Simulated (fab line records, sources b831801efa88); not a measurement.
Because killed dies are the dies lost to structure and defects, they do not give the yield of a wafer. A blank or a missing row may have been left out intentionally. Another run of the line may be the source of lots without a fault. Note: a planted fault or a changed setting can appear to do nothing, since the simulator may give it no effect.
fab line records	flow sky130
[record] lots = 12	wafers = 36	last_day = 50
route steps=708 shown CAP2M@617 METAL4@632 VIA4@642 PAD_OPEN@708
lots that met no fault: taken from a fault-free run of the same line
start_h: hours from the record's opening day to when the first of the lot's shown wafers began	wait_h: how many hours have passed since the lot's step before this one	" same as the row above	L1.1+2: several wafers, shown together as one row	- no value, or no start given	* or withheld: withheld	< > ~ a bound
route shown NAME@n: a module of which the file shows steps, and the number in the route of the first	usual: the fault-free wafers' mean and standard deviation	same: alike in all rows	chamber/n: place in a boat	sites: the reading at each site	_std_site: how widely they spread, as a standard deviation	_edge_site: the outer-site mean with the inner-site mean subtracted	radius_mm: how far each site lies from the wafer's centre	mask NAME#n: copy n	behind: the tool/chamber that last shaped the wafer	hold: why the lot went on hold/how many hours it stayed there/how the hold came to an end	device: whichever transistor did not switch (one of n, p or np)	end of line: the same wafers' tests at the end of the route	a step given without rows: its recipe and nothing more	killed: count of dies lost to structure and defects at first sort (not the wafer's yield)	map: a wafer's dies, marking killed ones x, the rest . and places with no die _
set.NAME: the setting that was run; set.NAME@STEP: the one run at that earlier step	model.NAME: the simulator's own value behind a step, which no gauge read
one table for each step of the route and one row for each wafer, over a sample of lots
services: from which hour (start_h, from the record's first day; less than 0 if before it) a tool's chamber was out of use, for how many hours, and why
[[steps]]
[step SKY_CAP2M_STRIP_14]
[recipe] chemistry = O2/N2	power_w = 1400	pressure_mtorr = 1500	platen_temp_c = withheld	o2_flow_sccm = 3000	n2_flow_sccm = 300	overash_fraction = 0.5
[usual] drypump_motor_current_A = 5.7/0.34	oes_product_au = 0.710/0.0047	strip_time_to_endpoint_s = 12.63/0.047
lot.wafer	tool	chamber	start_h	wait_h	drypump_motor_current_A	oes_product_au	rf_hours_counter_h	strip_time_to_endpoint_s
L943.1	plasma_asher-04	0	969.58	0.1	5.8	0.715	23	12.72
L943.3	"	1	"	"	6.1	0.702	-	12.61
L943.5	"	0	"	"	5.8	0.712	-	12.70
L945.2	plasma_asher-01	1	990.37	0.1	5.1	0.709	122	12.61
L945.4	"	0	"	"	5.7	0.708	-	12.65
L945.5	"	0	"	"	5.7	0.704	-	12.63
L946.1	plasma_asher-04	0	992.97	0.1	5.8	0.713	25	12.60
L946.4	"	0	"	"	5.8	0.693	-	12.60
L946.6	"	0	"	"	5.8	0.715	-	12.58
L947.2	plasma_asher-04	0	996.61	0.1	5.8	0.699	26	12.59
L947.3	"	1	"	"	6.1	0.710	-	12.56
L947.4	"	0	"	"	5.8	0.706	-	12.57
L948.2	plasma_asher-01	1	1000.83	0.1	5.1	0.709	122	12.66
L948.3	"	1	"	"	5.1	0.708	-	12.59
L948.5	"	1	"	"	5.1	0.703	-	12.62
L950.1	plasma_asher-01	1	1011.50	0.1	5.1	0.710	124	12.55
L950.3	"	0	"	"	5.7	0.710	-	12.58
L950.4	"	1	"	"	5.1	0.710	-	12.56
L952.3	plasma_asher-04	1	1014.06	0.1	6.2	0.704	-	12.66
L952.4	"	0	"	"	5.8	0.703	-	12.74
L952.6	"	0	"	"	5.8	0.717	-	12.69
L955.2	plasma_asher-02	0	1032.48	0.1	5.6	0.712	86	12.60
L955.3	"	1	"	"	5.9	0.705	-	12.60
L955.5	"	0	"	"	5.6	0.713	-	12.59
L958.1	plasma_asher-04	1	1071.95	0.1	6.2	0.702	32	12.65
L958.2	"	0	"	"	5.8	0.709	32	12.67
L958.4	"	1	"	"	6.1	0.710	-	12.67
L963.2	plasma_asher-01	1	1089.38	0.1	5.1	0.714	2	12.64
L963.3	"	1	"	"	5.1	0.711	-	12.64
L963.4	"	0	"	"	5.7	0.709	-	12.63
L964.2	plasma_asher-02	0	1096.40	0.1	5.6	0.710	93	12.60
L964.4	"	0	"	"	5.6	0.708	-	12.59
L964.5	"	0	"	"	5.6	0.707	-	12.58
L966.2	plasma_asher-04	0	1102.45	0.1	5.8	0.713	35	12.62
L966.5	"	0	"	"	5.8	0.711	-	12.62
L966.6	"	1	"	"	6.2	0.708	-	12.59
[step SKY_METAL4_ETCH_16]
[recipe] chemistry = N2/H2	target = BARC	ion_energy_ev = 200	bias_w = 100	pressure_mtorr = 30	n2_flow_sccm = 100	h2_flow_sccm = 200	icp_w = 500	stop_on = SiO2	time_s = 88.2	target_depth_a = 600
[usual] drypump_motor_current_A = 5.2/0.4	oes_product_au = 0.626/0.0048	throttle_valve_pct = 13.203/0.0095
lot.wafer	tool	chamber	start_h	wait_h	drypump_motor_current_A	oes_product_au	rf_hours_counter_h	throttle_valve_pct
L943.1	rie_metal-02	1	994.00	0.0	5.9	0.622	18	13.203
L943.3	"	1	"	"	6.0	0.628	-	13.208
L943.5	"	0	"	"	4.8	0.628	-	13.202
L945.2	rie_metal-01	0	1013.77	0.0	4.9	0.632	17	13.201
L945.4	"	1	"	"	5.0	0.628	-	13.202
L945.5	"	1	"	"	5.1	0.632	-	13.189
L946.1	rie_metal-02	0	1015.12	0.0	4.8	0.630	6	13.214
L946.4	"	1	"	"	6.0	0.622	-	13.206
L946.6	"	0	"	"	4.8	0.630	-	13.204
L947.2	rie_metal-01	0	1020.42	0.0	4.9	0.614	17	13.203
L947.3	"	1	"	"	5.1	0.628	-	13.210
L947.4	"	0	"	"	4.9	0.626	-	13.214
L948.2	rie_metal-02	1	1024.36	0.0	5.9	0.621	19	13.201
L948.3	"	1	"	"	5.9	0.629	-	13.205
L948.5	"	1	"	"	5.9	0.628	-	13.203
L950.1	rie_metal-04	0	1034.50	0.0	5.7	0.626	10	13.207
L950.3	"	1	"	"	5.5	0.633	-	13.203
L950.4	"	0	"	"	5.6	0.620	-	13.209
L952.3	rie_metal-04	1	1035.96	0.0	5.5	0.627	-	13.187
L952.4	"	0	"	"	5.6	0.625	-	13.217
L952.6	"	1	"	"	5.5	0.616	-	13.195
L955.2	rie_metal-01	0	1055.02	0.0	4.9	0.620	19	13.203
L955.3	"	0	"	"	4.9	0.626	-	13.201
L955.5	"	1	"	"	5.1	0.631	-	13.207
L958.1	rie_metal-01	1	1093.57	0.0	5.0	0.635	9	13.193
L958.2	"	0	"	"	4.9	0.631	23	13.198
L958.4	"	0	"	"	4.9	0.623	-	13.206
L963.2	rie_metal-01	1	1112.77	0.0	5.1	0.625	12	13.199
L963.3	"	0	"	"	4.9	0.625	-	13.208
L963.4	"	1	"	"	5.1	0.629	-	13.186
L964.2	rie_metal-01	0	1117.81	0.0	4.9	0.621	25	13.190
L964.4	"	1	"	"	5.0	0.625	-	13.210
L964.5	"	0	"	"	4.9	0.627	-	13.199
L966.2	rie_metal-01	1	1123.82	0.0	5.0	0.627	12	13.205
L966.5	"	0	"	"	4.9	0.626	-	13.203
L966.6	"	1	"	"	5.0	0.625	-	13.224
[step SKY_VIA4_BOW_MEAS_03]
[recipe] mode = bow
[usual] VIA4_BOW = 78/8.9
lot.wafer	tool	chamber	start_h	wait_h	VIA4_BOW[um]
L943.1	film_metro-03	-	995.69	0.1	87
L943.3	"	-	"	"	75
L943.5	"	-	"	"	80
L945.2	film_metro-02	-	1015.21	0.2	85
L945.4	"	-	"	"	84
L945.5	"	-	"	"	88
L946.1	film_metro-04	-	1016.56	0.2	85
L946.4	"	-	"	"	91
L946.6	"	-	"	"	88
L947.2	film_metro-04	-	1021.87	0.1	75
L947.3	"	-	"	"	69
L947.4	"	-	"	"	66
L948.2	film_metro-02	-	1025.89	0.2	70
L948.3	"	-	"	"	75
L948.5	"	-	"	"	71
L950.1	film_metro-02	-	1036.11	0.2	78
L950.3	"	-	"	"	74
L950.4	"	-	"	"	78
L952.3	film_metro-04	-	1037.39	0.2	79
L952.4	"	-	"	"	83
L952.6	"	-	"	"	76
L955.2	film_metro-02	-	1056.69	0.1	78
L955.3	"	-	"	"	77
L955.5	"	-	"	"	66
L958.1	film_metro-04	-	1095.04	0.1	77
L958.2	"	-	"	"	74
L958.4	"	-	"	"	79
L963.2	film_metro-02	-	1114.22	0.2	82
L963.3	"	-	"	"	75
L963.4	"	-	"	"	80
L964.2	film_metro-03	-	1119.25	0.1	68
L964.4	"	-	"	"	81
L964.5	"	-	"	"	70
L966.2	film_metro-03	-	1125.27	0.1	81
L966.5	"	-	"	"	80
L966.6	"	-	"	"	94
[step SKY_VIA4_CVD_18]
[recipe] material = W	target_thk_nm = 505	time_s = 152.14	temp_c = 400	pressure_torr = 40
[usual] heater_power_outer_w = 582/82	heater_power_w = 965/120	susceptor_temp_C = 399.99/0.22
lot.wafer	tool	chamber	start_h	wait_h	heater_power_outer_w	heater_power_w	since_wet_clean_h	susceptor_temp_C
L943.1	cvd_w-02	0	1018.89	0.0	686	1120	615	399.83
L943.3	"	1	"	"	549	957	-	399.89
L943.5	"	1	"	"	549	918	-	399.64
L945.2	cvd_w-02	1	1037.58	0.0	541	925	634	399.42
L945.4	"	0	"	"	677	1098	-	400.20
L945.5	"	0	"	"	679	1108	-	400.10
L946.1	cvd_w-01	1	1039.59	0.0	533	858	122	399.83
L946.4	"	0	"	"	446	770	-	399.98
L946.6	"	0	"	"	442	779	-	400.38
L947.2	cvd_w-02	0	1045.44	0.0	689	1130	641	400.23
L947.3	"	0	"	"	691	1097	-	399.97
L947.4	"	1	"	"	543	919	-	399.80
L948.2	cvd_w-02	1	1048.14	0.0	544	929	644	399.66
L948.3	"	1	"	"	549	904	-	399.71
L948.5	"	0	"	"	697	1131	-	400.28
L950.1	cvd_w-02	1	1058.55	0.0	529	923	655	400.08
L950.3	"	0	"	"	683	1092	-	399.81
L950.4	"	1	"	"	546	897	-	400.06
L952.3	cvd_w-02	1	1059.38	0.1	545	919	-	399.77
L952.4	"	0	"	"	678	1125	-	400.17
L952.6	"	0	"	"	675	1107	-	400.13
L952.3	cvd_w-02	1	1059.70	0.3	534	887	-	400.01
L952.4	"	0	"	"	698	1152	-	399.99
L952.6	"	0	"	"	666	1085	-	400.25
L955.2	cvd_w-01	1	1078.06	0.0	525	845	160	399.78
L955.3	"	0	"	"	445	757	-	399.87
L955.5	"	1	"	"	522	833	-	400.15
L958.1	cvd_w-02	1	1116.37	0.0	545	927	712	400.03
L958.2	"	1	"	"	541	939	-	400.02
L958.4	"	1	"	"	550	917	-	399.77
L958.1	cvd_w-02	1	1116.84	0.4	544	932	-	400.23
L958.2	"	1	"	"	542	928	-	399.86
L958.4	"	1	"	"	538	937	-	400.05
L963.2	cvd_w-02	0	1133.43	0.0	710	1080	729	400.07
L963.3	"	1	"	"	542	939	-	399.64
L963.4	"	0	"	"	690	1115	-	399.95
L964.2	cvd_w-02	1	1138.93	0.0	538	965	735	399.72
L964.4	"	0	"	"	693	1105	-	399.74
L964.5	"	1	"	"	547	929	-	400.11
L966.2	cvd_w-02	0	1144.23	0.0	704	1127	740	399.83
L966.5	"	0	"	"	702	1083	-	400.17
L966.6	"	1	"	"	547	935	-	399.94
[step SKY_VIA4_RS_MEAS_19]
[recipe] thk_meas_gauge = four-point-probe	reads = W_of_VIA4_CVD_18+TiN_of_VIA4_SPUTTER_17
[usual] VIA4_W_RS = 0.2250/0.003
lot.wafer	tool	chamber	start_h	wait_h	VIA4_W_RS[ohm/sq]
L943.1	film_metro-02	-	1019.04	0.1	0.2255
L943.3	"	-	"	"	0.2248
L943.5	"	-	"	"	0.2251
L945.2	film_metro-03	-	1037.75	0.1	0.2254
L945.4	"	-	"	"	0.2283
L945.5	"	-	"	"	0.2266
L946.1	film_metro-02	-	1039.75	0.1	0.2187
L946.4	"	-	"	"	0.2223
L946.6	"	-	"	"	0.2220
L947.2	film_metro-03	-	1045.61	0.1	0.2250
L947.3	"	-	"	"	0.2263
L947.4	"	-	"	"	0.2266
L948.2	film_metro-02	-	1048.31	0.1	0.2258
L948.3	"	-	"	"	0.2270
L948.5	"	-	"	"	0.2250
L950.1	film_metro-03	-	1058.70	0.1	0.2276
L950.3	"	-	"	"	0.2260
L950.4	"	-	"	"	0.2262
L952.3	film_metro-03	-	1059.84	0.1	0.1136
L952.4	"	-	"	"	0.1124
L952.6	"	-	"	"	0.1134
L952.3	film_metro-03	-	1060.13	0.3	0.1134
L952.4	"	-	"	"	0.1123
L952.6	"	-	"	"	0.1133
L955.2	film_metro-02	-	1078.24	0.1	0.2157
L955.3	"	-	"	"	0.2218
L955.5	"	-	"	"	0.2198
L958.1	film_metro-02	-	1117.15	0.3	0.1124
L958.2	"	-	"	"	0.1122
L958.4	"	-	"	"	0.1136
L958.1	film_metro-02	-	1117.43	0.3	0.1125
L958.2	"	-	"	"	0.1121
L958.4	"	-	"	"	0.1133
L963.2	film_metro-03	-	1133.60	0.1	0.2246
L963.3	"	-	"	"	0.2262
L963.4	"	-	"	"	0.2232
L964.2	film_metro-03	-	1139.11	0.1	0.2264
L964.4	"	-	"	"	0.2269
L964.5	"	-	"	"	0.2284
L966.2	film_metro-03	-	1144.40	0.1	0.2246
L966.5	"	-	"	"	0.2252
L966.6	"	-	"	"	0.2275
[step SKY_PAD_OPEN_PROBE_99]
[usual] defect_limited_yield = 82.3/1.9	killed_at_M0_to_M3 = 44/7.3	killed_at_M4_up = 3.4/1.7	killed_at_contacts = 24/5.3	killed_at_front_end = 15/4.1	killed_at_other = 0.4/0.68	killed_dies = 87/9.5	killed_open = 48/7.1	killed_short = 39/5.8	sort_bin_3_pad_short = 0.8/0.39	sort_bin_5_function = 10.4/1.4	sort_bin_6_memory = 6.5/1.1	sort_n_pass = 405/9.5	sort_yield_pct = 82.3/1.9
[same] gross_dies = 492	killed_at_back_side = 0	sort_bin_4_leakage[%] = 0	sort_bin_8_speed[%] = 0
lot.wafer	tool	chamber	start_h	wait_h	defect_limited_yield[%]	killed_at_M0_to_M3	killed_at_M4_up	killed_at_contacts	killed_at_front_end	killed_at_other	killed_dies	killed_open	killed_short	sort_bin_3_pad_short[%]	sort_bin_5_function[%]	sort_bin_6_memory[%]	sort_n_pass	sort_yield_pct[%]
L945.2	prober-02	-	1105.06	0.1	84.6	37	2	24	13	0	76	40	36	0.8	8.9	5.7	416	84.6
L945.4	prober-02	-	1105.16	0.2	80.3	55	5	17	20	0	97	55	40	0.6	12.4	6.7	395	80.3
L945.5	prober-02	-	1105.21	0.2	84.3	46	4	11	16	0	77	38	38	1.4	9.6	4.7	415	84.3
L946.1	prober-01	-	1107.30	0.1	80.3	42	4	30	19	2	97	47	49	0.6	13.2	5.9	395	80.3
L946.4	prober-01	-	1107.45	0.2	80.7	51	3	23	17	1	95	52	43	0.6	12.0	6.7	397	80.7
L946.6	prober-01	-	1107.55	0.2	83.1	45	4	20	13	1	83	43	39	0.2	10.0	6.7	409	83.1
L947.2	prober-02	-	1112.75	0.1	80.3	46	3	31	17	0	97	54	43	1.4	10.8	7.5	395	80.3
L947.3	prober-02	-	1112.80	0.2	82.7	46	3	19	17	0	85	42	42	1.0	9.1	7.1	407	82.7
L947.4	prober-02	-	1112.85	0.2	79.9	48	7	23	20	1	99	51	45	1.2	11.8	7.1	393	79.9
L948.2	prober-01	-	1114.25	0.1	81.7	47	2	21	20	0	90	48	41	1.4	11.2	5.7	402	81.7
L948.3	prober-01	-	1114.30	0.2	83.5	44	3	20	14	0	81	44	37	0.4	8.5	7.5	411	83.5
L948.5	prober-01	-	1114.40	0.2	85.6	37	1	16	17	0	71	37	32	0.4	8.5	5.5	421	85.6
L963.2	prober-02	-	1190.44	0.1	85.4	34	5	16	17	0	72	35	37	0.8	8.1	5.7	420	85.4
L963.3	prober-02	-	1190.49	0.2	82.3	48	2	25	11	1	87	53	32	0.2	11.4	6.1	405	82.3
L963.4	prober-02	-	1190.54	0.2	83.1	38	3	33	9	0	83	45	36	0.4	11.8	4.7	409	83.1
L964.2	prober-01	-	1193.25	0.1	81.1	55	4	23	11	0	93	45	48	0.6	12.0	6.3	399	81.1
L964.4	prober-01	-	1193.35	0.2	80.5	53	1	20	22	0	96	57	39	0.4	12.0	7.1	396	80.5
L964.5	prober-01	-	1193.40	0.2	83.1	45	2	23	12	1	83	43	40	1.2	10.2	5.5	409	83.1
L966.2	prober-01	-	1198.70	0.1	85.6	37	5	21	8	0	71	40	31	0.8	8.1	5.5	421	85.6
L966.5	prober-01	-	1198.85	0.2	81.9	52	1	21	15	0	89	64	25	0	12.0	6.1	403	81.9
L966.6	prober-01	-	1198.90	0.2	81.7	52	3	22	13	0	90	54	36	0.6	10.4	7.3	402	81.7
// killed by level:class
L945.2 CONTACT:geometric_particle:open=13 VIA1:geometric_particle:open=10 VIA2:geometric_particle:open=6 POLY_GATE:geometric_particle:short=5 LOCAL_INTERCONNECT:geometric_particle:short=5 VIA3:geometric_particle:open=5 CONTACT:geometric_particle:short=4 VIA1:geometric_particle:short=4
L945.4 VIA1:geometric_particle:open=19 VIA3:geometric_particle:open=9 FIELD_ISO:geometric_particle:short=7 CONTACT:geometric_particle:open=7 METAL2:geometric_particle:short=6 VIA2:geometric_particle:open=6 CONTACT:geometric_particle:short=5 LI_CONTACT:geometric_particle:open=4
L945.5 VIA1:geometric_particle:open=11 METAL3:geometric_particle:short=9 VIA1:geometric_particle:short=6 LI_CONTACT:geometric_particle:open=5 VIA2:geometric_particle:open=5 POLY_GATE:geometric_particle:open=4 POLY_GATE:geometric_particle:short=4 METAL2:geometric_particle:short=4
L946.1 CONTACT:geometric_particle:open=9 VIA1:geometric_particle:open=9 LI_CONTACT:geometric_particle:open=7 VIA2:geometric_particle:open=7 FIELD_ISO:geometric_particle:short=6 POLY_GATE:geometric_particle:open=6 METAL1:geometric_particle:short=6 LOCAL_INTERCONNECT:geometric_particle:short=6
L946.4 VIA1:geometric_particle:open=10 VIA2:geometric_particle:open=10 CONTACT:geometric_particle:open=9 FIELD_ISO:geometric_particle:short=6 VIA2:geometric_particle:short=6 METAL1:geometric_particle:short=6 VIA3:geometric_particle:open=6 FIELD_ISO:geometric_particle:open=4
L946.6 VIA1:geometric_particle:open=9 CONTACT:geometric_particle:open=8 METAL1:geometric_particle:short=7 METAL2:geometric_particle:short=6 LI_CONTACT:geometric_particle:open=5 LOCAL_INTERCONNECT:geometric_particle:short=5 METAL1:geometric_particle:open=5 VIA3:geometric_particle:open=5
L947.2 CONTACT:geometric_particle:open=11 LI_CONTACT:geometric_particle:open=10 VIA2:geometric_particle:open=9 VIA1:geometric_particle:short=8 VIA1:geometric_particle:open=7 METAL2:geometric_particle:short=6 FIELD_ISO:geometric_particle:short=5 POLY_GATE:geometric_particle:open=5
L947.3 CONTACT:geometric_particle:open=11 VIA1:geometric_particle:open=10 VIA1:geometric_particle:short=9 FIELD_ISO:geometric_particle:open=6 METAL1:geometric_particle:short=6 FIELD_ISO:geometric_particle:short=5 METAL2:geometric_particle:short=5 POLY_GATE:geometric_particle:short=3
L947.4 METAL1:geometric_particle:short=9 VIA2:geometric_particle:open=8 VIA1:geometric_particle:open=8 LI_CONTACT:geometric_particle:open=7 CONTACT:geometric_particle:open=7 FIELD_ISO:geometric_particle:open=5 POLY_GATE:geometric_particle:short=5 VIA3:geometric_particle:open=5
L948.2 VIA1:geometric_particle:open=13 VIA2:geometric_particle:open=7 LI_CONTACT:geometric_particle:open=6 VIA3:geometric_particle:open=6 FIELD_ISO:geometric_particle:short=4 VIA1:geometric_particle:short=4 POLY_GATE:geometric_particle:open=4 CONTACT:geometric_particle:short=4
L948.3 VIA1:geometric_particle:open=12 CONTACT:geometric_particle:open=9 VIA1:geometric_particle:short=6 VIA2:geometric_particle:short=6 VIA3:geometric_particle:open=5 POLY_GATE:geometric_particle:open=4 CONTACT:geometric_particle:short=4 METAL1:geometric_particle:short=4
L948.5 VIA3:geometric_particle:open=8 METAL3:geometric_particle:short=7 VIA1:geometric_particle:open=6 VIA2:geometric_particle:open=5 FIELD_ISO:geometric_particle:open=4 FIELD_ISO:geometric_particle:short=4 POLY_GATE:geometric_particle:short=4 LI_CONTACT:geometric_particle:open=4
L963.2 VIA1:geometric_particle:open=7 FIELD_ISO:geometric_particle:open=5 POLY_GATE:geometric_particle:short=5 METAL1:geometric_particle:short=5 VIA3:geometric_particle:open=5 LOCAL_INTERCONNECT:geometric_particle:short=4 CONTACT:geometric_particle:open=4 VIA3:geometric_particle:short=4
L963.3 CONTACT:geometric_particle:open=11 LI_CONTACT:geometric_particle:open=8 VIA1:geometric_particle:open=7 VIA1:geometric_particle:short=7 VIA3:geometric_particle:short=6 VIA2:geometric_particle:open=6 VIA3:geometric_particle:open=6 FIELD_ISO:geometric_particle:open=5
L963.4 CONTACT:geometric_particle:open=15 VIA1:geometric_particle:open=9 METAL1:geometric_particle:short=7 LI_CONTACT:geometric_particle:open=6 CONTACT:geometric_particle:short=6 VIA1:geometric_particle:short=6 VIA3:geometric_particle:open=5 FIELD_ISO:geometric_particle:open=4
L964.2 VIA1:geometric_particle:open=12 CONTACT:geometric_particle:open=9 VIA2:geometric_particle:open=7 VIA3:geometric_particle:open=7 FIELD_ISO:geometric_particle:short=6 METAL2:geometric_particle:short=6 VIA3:geometric_particle:short=5 METAL1:geometric_particle:short=5
L964.4 VIA1:geometric_particle:open=11 METAL1:geometric_particle:short=10 CONTACT:geometric_particle:open=9 VIA2:geometric_particle:open=9 VIA3:geometric_particle:open=6 FIELD_ISO:geometric_particle:open=5 LI_CONTACT:geometric_particle:open=5 FIELD_ISO:geometric_particle:short=4
L964.5 CONTACT:geometric_particle:open=12 VIA2:geometric_particle:open=7 VIA2:geometric_particle:short=6 VIA1:geometric_particle:open=6 METAL3:geometric_particle:short=6 VIA3:geometric_particle:open=6 VIA1:geometric_particle:short=4 CONTACT:geometric_particle:short=4
L966.2 CONTACT:geometric_particle:short=7 VIA1:geometric_particle:open=7 LI_CONTACT:geometric_particle:open=6 METAL2:geometric_particle:short=6 VIA3:geometric_particle:open=6 CONTACT:geometric_particle:open=5 VIA2:geometric_particle:open=5 VIA2:geometric_particle:short=4
L966.5 VIA1:geometric_particle:open=16 LI_CONTACT:geometric_particle:open=11 VIA3:geometric_particle:open=11 CONTACT:geometric_particle:open=7 VIA2:geometric_particle:open=5 METAL2:geometric_particle:open=4 FIELD_ISO:geometric_particle:short=3 VIA3:geometric_particle:short=3
L966.6 VIA1:geometric_particle:open=11 CONTACT:geometric_particle:open=8 VIA3:geometric_particle:open=8 VIA2:geometric_particle:open=8 VIA1:geometric_particle:short=7 LI_CONTACT:geometric_particle:open=6 METAL2:geometric_particle:short=5 CONTACT:geometric_particle:short=4
[[services]]
tool	chamber	start_h	hours	kind
rie_metal-02	1	947.69	1.9	repair
rie_metal-02	-	949.61	2.4	repair
rie_metal-02	-	950.11	0.3	repair
plasma_asher-04	-	969.85	1.0	repair
plasma_asher-01	-	976.12	1.5	repair
plasma_asher-02	-	990.99	6.4	repair
rie_metal-04	-	993.33	1.4	pm
plasma_asher-01	-	994.93	2.8	pm
cvd_w-02	1	999.41	4.8	repair
rie_metal-02	-	1015.85	0.8	repair
plasma_asher-04	-	1026.20	0.4	repair
cvd_w-01	-	1026.86	6.9	pm
cvd_w-01	-	1046.43	14.6	pm
plasma_asher-04	-	1049.22	11.5	repair
plasma_asher-01	-	1055.25	9.0	pm
cvd_w-02	-	1061.03	6.0	pm
rie_metal-01	-	1070.59	0.5	repair
cvd_w-01	0	1080.13	4.2	repair
rie_metal-02	-	1086.83	14.6	pm
rie_metal-02	0	1105.20	2.5	repair
plasma_asher-01	-	1107.63	1.3	repair
plasma_asher-01	-	1108.30	2.6	repair
cvd_w-02	0	1116.26	4.5	repair
rie_metal-02	-	1140.43	0.5	repair
[[key]]
[first_sign] step = SKY_VIA4_CVD_18	reading = visit	direction = added
[effect] step = SKY_VIA4_RS_MEAS_19	reading = visit	direction = added
[effect] step = SKY_VIA4_RS_MEAS_19	reading = VIA4_W_RS	direction = down	sigmas = 38	usual = 0.2250	struck = 0.1129
met_at SKY_VIA4_CVD_18
struck_lots L952,L958
scrapped_behind SKY_VIA4_RS_MEAS_19 L952.3,L952.4,L952.6,L958.1,L958.2,L958.4
not_acting_at SKY_CAP2M_STRIP_14,SKY_METAL4_ETCH_16,SKY_VIA4_BOW_MEAS_03
[fault] kind = repeated_step_whole	tool = cvd_w-01,cvd_w-02	chamber = -	onset_h = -	steps = SKY_VIA4_CVD_18	times = 1	scope = struck_lots_only
